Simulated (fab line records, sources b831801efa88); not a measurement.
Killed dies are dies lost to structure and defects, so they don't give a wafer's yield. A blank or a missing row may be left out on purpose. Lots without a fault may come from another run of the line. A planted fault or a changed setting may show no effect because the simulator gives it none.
Split-lot experiment | flow sky130 | 5 lots, 23 wafers read, on a route of 708 steps

THE SPLIT
At SKY_CAP2M_COAT_07 (resist thk 1140 nm), the setting resist_thk_nm was moved away from the recipe's 1140 nm on 6 of the 23 wafers read, by -4.0% to +2.2%. The other wafers ran this setting at the recipe's value.

The reading is taken at the split's own step.

THE READING
NOVOLAK_of_CAP2M_COAT_07.thk_nm (the simulator's own value, which no gauge read), in nm, at SKY_CAP2M_COAT_07 (resist thk 1140 nm). The file gives no usual value for it. The 17 wafers here that ran the recipe average 1140 nm, standard deviation 2.2 nm.

wafer  | tool, chamber at the split | resist_thk_nm as run, nm | against the recipe | NOVOLAK_of_CAP2M_COAT_07.thk_nm, nm | against lot-mates on the recipe
L074.1 | litho_track-01, 0          | 1165                     | +2.2%              | 1163                                | +24
L074.5 | litho_track-01, 0          | 1165                     | +2.2%              | 1163                                | +24
L074.2 | litho_track-01, 0          | 1140                     | recipe             | 1140                                | -
L074.4 | litho_track-01, 0          | 1165                     | +2.2%              | 1164                                | +24
L074.6 | litho_track-01, 0          | 1140                     | recipe             | 1139                                | -
L078.1 | litho_track-01, 0          | 1140                     | recipe             | 1136                                | -
L078.2 | litho_track-01, 0          | 1140                     | recipe             | 1140                                | -
L078.3 | litho_track-01, 0          | 1140                     | recipe             | 1141                                | -
L078.5 | litho_track-01, 0          | 1140                     | recipe             | 1137                                | -
L078.6 | litho_track-01, 0          | 1140                     | recipe             | 1138                                | -
L080.1 | litho_track-04, 0          | 1140                     | recipe             | 1141                                | -
L080.3 | litho_track-04, 0          | 1140                     | recipe             | 1142                                | -
L080.6 | litho_track-04, 0          | 1140                     | recipe             | 1142                                | -
L082.1 | litho_track-02, 0          | 1140                     | recipe             | 1140                                | -
L082.4 | litho_track-02, 0          | 1140                     | recipe             | 1140                                | -
L082.3 | litho_track-02, 0          | 1140                     | recipe             | 1141                                | -
L082.5 | litho_track-02, 0          | 1140                     | recipe             | 1141                                | -
L082.6 | litho_track-02, 0          | 1140                     | recipe             | 1144                                | -
L085.1 | litho_track-02, 0          | 1094                     | -4.0%              | 1087                                | -50
L085.2 | litho_track-02, 0          | 1094                     | -4.0%              | 1089                                | -48
L085.4 | litho_track-02, 0          | 1094                     | -4.0%              | 1092                                | -44
L085.5 | litho_track-02, 0          | 1140                     | recipe             | 1136                                | -
L085.6 | litho_track-02, 0          | 1140                     | recipe             | 1137                                | -

THE FIT
A straight line over all 23 wafers: NOVOLAK_of_CAP2M_COAT_07.thk_nm changes by +12 nm for each +1% of resist_thk_nm; r = +0.99; the points scatter about the line by 2.4 nm.
The same after taking each lot's own level away (the mean of its wafers on the recipe; 23 wafers): +11.5 nm for each +1%; r = +1.00; scatter 1.5 nm.
On that fit, the largest move of resist_thk_nm shifts the reading by 46 nm.
The lots' own levels span 1136.5 to 1141.7 nm, that is 2.4 times the standard deviation above.
So the lot-to-lot level changes the slope little: the two slopes agree.
Check: with one of the wafers moved furthest among these (-4.0%) left out of the fit, the line predicts -45.5 nm for it against its lot-mates. It came out at -49.5 nm against them.

OTHER SPLITS ON THESE WAFERS
These wafers also went through other splits before the reading. Each is held against what the fit with the lots' levels taken away leaves over:
other split on the same wafers  | wafers away from the commonest value | r with NOVOLAK_of_CAP2M_COAT_07.thk_nm (lot level and that fit taken away)
SKY_METAL3_EXPOSE_10 dose_mj    | 5                                    | +0.09
SKY_METAL3_METAL_ETCH_18 bias_w | 8                                    | -0.05
SKY_VIA3_COAT_07 spin_rpm       | 4                                    | +0.07
SKY_METAL4_SPUTTER_02 power_w   | 11                                   | -0.06

THE WHOLE CHAIN: every reading that the file lists as answering this split, in the file's order
step               | what it does       | reading                                                                          | change (the file's fit)              | r (the file's)
SKY_CAP2M_COAT_07  | resist thk 1140 nm | NOVOLAK_of_CAP2M_COAT_07.thk_nm (the simulator's own value, which no gauge read) | +11.5 nm for each +1% of the setting | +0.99
SKY_CAP2M_STRIP_14 | strips in O2/N2    | strip_time_to_endpoint_s                                                         | withheld for each +1% of the setting | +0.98

THE FILE'S OWN FIT
NOVOLAK_of_CAP2M_COAT_07.thk_nm changes by +11.5 nm for each +1% of resist_thk_nm, r = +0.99.
